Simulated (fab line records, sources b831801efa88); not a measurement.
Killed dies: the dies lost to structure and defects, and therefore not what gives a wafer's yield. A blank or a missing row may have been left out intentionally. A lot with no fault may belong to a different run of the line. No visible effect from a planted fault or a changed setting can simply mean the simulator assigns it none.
The tool behind it: which one?    flow sfq_line    42 wafers from 14 lots sampled at 3 of the route's 325 steps

WHAT EACH GAUGE READ, for each wafer
SFQ_I7_OVL_MEAS_947.
lot   measured      on          I7_OVL (nm)
L757  day 77 04:47  overlay-02  -2 2 -2
L759  day 77 16:28  overlay-01  -12 -1 -10
L763  day 78 12:18  overlay-01  -5 -1 5
L764  day 78 19:08  overlay-02  -5 -14 -13
L765  day 79 22:02  overlay-01  -9 -6 -12
L766  day 80 13:44  overlay-02  3 -6 -5
L768  day 83 08:19  overlay-01  4 5 1
L769  day 83 11:55  overlay-01  -7 -13 -8
L770  day 87 11:16  overlay-01  5 4 5
L771  day 87 17:22  overlay-01  3 9 8
L772  day 87 23:05  overlay-01  -2 4 -2
L775  day 88 06:18  overlay-02  -3 -3 -8
L778  day 88 13:05  overlay-01  9 10 6
L779  day 88 23:53  overlay-01  -2 -3 -8

TOOL THAT RAN EACH LOT (tool first, then ch and the chambers of the sampled wafers, then the start)
lot   SFQ_TRILAYER_M2_BARC_OPEN_METAL_ETCH_077  SFQ_TRILAYER_M6_ETCH_METAL_ETCH_162
L757  rie_metal-04 ch 0,1, day 30 19:02         rie_metal-01 ch 0,1, day 72 06:53
L759  rie_metal-02 ch 0,1, day 31 14:14         rie_metal-03 ch 0,1, day 72 11:40
L763  rie_metal-02 ch 0, day 33 08:23           rie_metal-01 ch 0,1, day 77 16:54
L764  rie_metal-02 ch 0,1, day 33 14:23         rie_metal-04 ch 0,1, day 77 20:30
L765  rie_metal-01 ch 0,1, day 34 01:11         rie_metal-04 ch 1, day 78 09:42
L766  rie_metal-02 ch 0,1, day 34 16:11         rie_metal-04 ch 0,1, day 78 12:06
L768  rie_metal-02 ch 0, day 36 03:19           rie_metal-03 ch 0, day 78 16:58
L769  rie_metal-01 ch 0,1, day 36 10:32         rie_metal-04 ch 0, day 78 19:26
L770  rie_metal-02 ch 0,1, day 36 15:26         rie_metal-01 ch 0,1, day 79 09:42
L771  rie_metal-02 ch 0, day 36 20:16           rie_metal-03 ch 0,1, day 79 19:46
L772  rie_metal-01 ch 0,1, day 36 21:26         rie_metal-04 ch 1, day 79 23:19
L775  rie_metal-01 ch 0,1, day 37 03:27         rie_metal-01 ch 0,1, day 80 07:46
L778  rie_metal-01 ch 1, day 37 09:26           rie_metal-04 ch 0,1, day 80 16:13
L779  rie_metal-02 ch 0,1, day 39 16:38         rie_metal-03 ch 0,1, day 81 08:28
- SFQ_TRILAYER_M2_BARC_OPEN_METAL_ETCH_077: etches BARC in O2, target depth 125 nm, time 41.7 s.
- SFQ_TRILAYER_M6_ETCH_METAL_ETCH_162: etches Nb in Cl2/Ar, stops on SiO2, target depth 240 nm, time 120 s.

WHAT THE TOOLS THEMSELVES READ (means of the sampled wafers that have a number; where no wafer has one, the mark that the record gives instead)
SFQ_TRILAYER_M2_BARC_OPEN_METAL_ETCH_077.
lot   tool          drypump_motor_current_A (A)  oes_product_au (a.u.)  rf_fwd_power_W (W)
L757  rie_metal-04  5.1                          0.684                  593.8
L759  rie_metal-02  5.1                          0.683                  593.3
L763  rie_metal-02  5.7                          0.688                  589.8
L764  rie_metal-02  5.1                          0.685                  590.5
L765  rie_metal-01  5.9                          0.683                  594.9
L766  rie_metal-02  5.4                          0.688                  588.6
L768  rie_metal-02  5.7                          0.684                  590.3
L769  rie_metal-01  5.9                          0.687                  596.0
L770  rie_metal-02  5.4                          0.686                  590.3
L771  rie_metal-02  5.7                          0.685                  591.5
L772  rie_metal-01  5.9                          0.680                  594.5
L775  rie_metal-01  5.9                          0.687                  755.2
L778  rie_metal-01  5.8                          0.686                  835.5
L779  rie_metal-02  5.4                          0.685                  592.2

SFQ_TRILAYER_M6_ETCH_METAL_ETCH_162.
lot   tool          drypump_motor_current_A (A)  oes_product_au (a.u.)  rf_fwd_power_W (W)
L757  rie_metal-01  5.9                          0.896                  596.6
L759  rie_metal-03  5.8                          0.908                  597.2
L763  rie_metal-01  5.9                          0.888                  598.2
L764  rie_metal-04  5.1                          0.890                  598.9
L765  rie_metal-04  4.9                          0.899                  596.7
L766  rie_metal-04  5.1                          0.894                  596.0
L768  rie_metal-03  4.9                          0.894                  598.0
L769  rie_metal-04  5.4                          0.897                  597.6
L770  rie_metal-01  5.9                          0.894                  601.2
L771  rie_metal-03  5.8                          0.903                  596.3
L772  rie_metal-04  4.9                          0.903                  596.4
L775  rie_metal-01  5.9                          0.898                  598.3
L778  rie_metal-04  5.1                          0.886                  598.8
L779  rie_metal-03  5.4                          0.898                  596.5

THE ANSWER, worked out from the rows above alone
Rule: the usual values come from the lots themselves. The widest of any qualifying gaps counts: lots, ordered by their means at a reading, are off when they make up no more than a third of the lots, leave a main group of 4 or more, and stand apart from it by 3 or more times the standard deviation of that group's means. A main group whose means are all the same, to the digits that the tables above print for the reading, isn't used. Also off: a lot with no number at a reading for which 4 or more lots have one. Any other lot the step has rows for is counted as sound. The gauges are gone through in route order, then the tools' own readings, and for those a lot's mean is taken as printed above. The first step at which some lot is off is used, and at that step the reading that is off furthest; a lot without a number counts as furthest.
Off at SFQ_TRILAYER_M2_BARC_OPEN_METAL_ETCH_077 (rf_fwd_power_W): L775, L778. The main group: mean 592.1 W, standard deviation 2.2.
A tool fits if, at that step or a process step before it, it ran every lot that is off, and no sound lot after the first of them. One fits: SFQ_TRILAYER_M2_BARC_OPEN_METAL_ETCH_077 on rie_metal-01. A fault onset in the window from L772 (day 36 21:26, its last sound lot) to L775 (day 37 03:27, its first lot off) fits.
The tool's own readings at SFQ_TRILAYER_M2_BARC_OPEN_METAL_ETCH_077 bear it out: on the lots that are off they differ by more than 5 times the standard deviation of the sound lots' means. rf_fwd_power_W reads 795.4 W there against 592.1 W on the sound lots.

WHAT WAS PUT IN BY THE SIMULATOR
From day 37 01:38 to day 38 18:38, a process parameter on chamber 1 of rie_metal-01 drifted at SFQ_TRILAYER_M2_BARC_OPEN_METAL_ETCH_077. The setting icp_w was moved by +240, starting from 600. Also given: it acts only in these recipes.
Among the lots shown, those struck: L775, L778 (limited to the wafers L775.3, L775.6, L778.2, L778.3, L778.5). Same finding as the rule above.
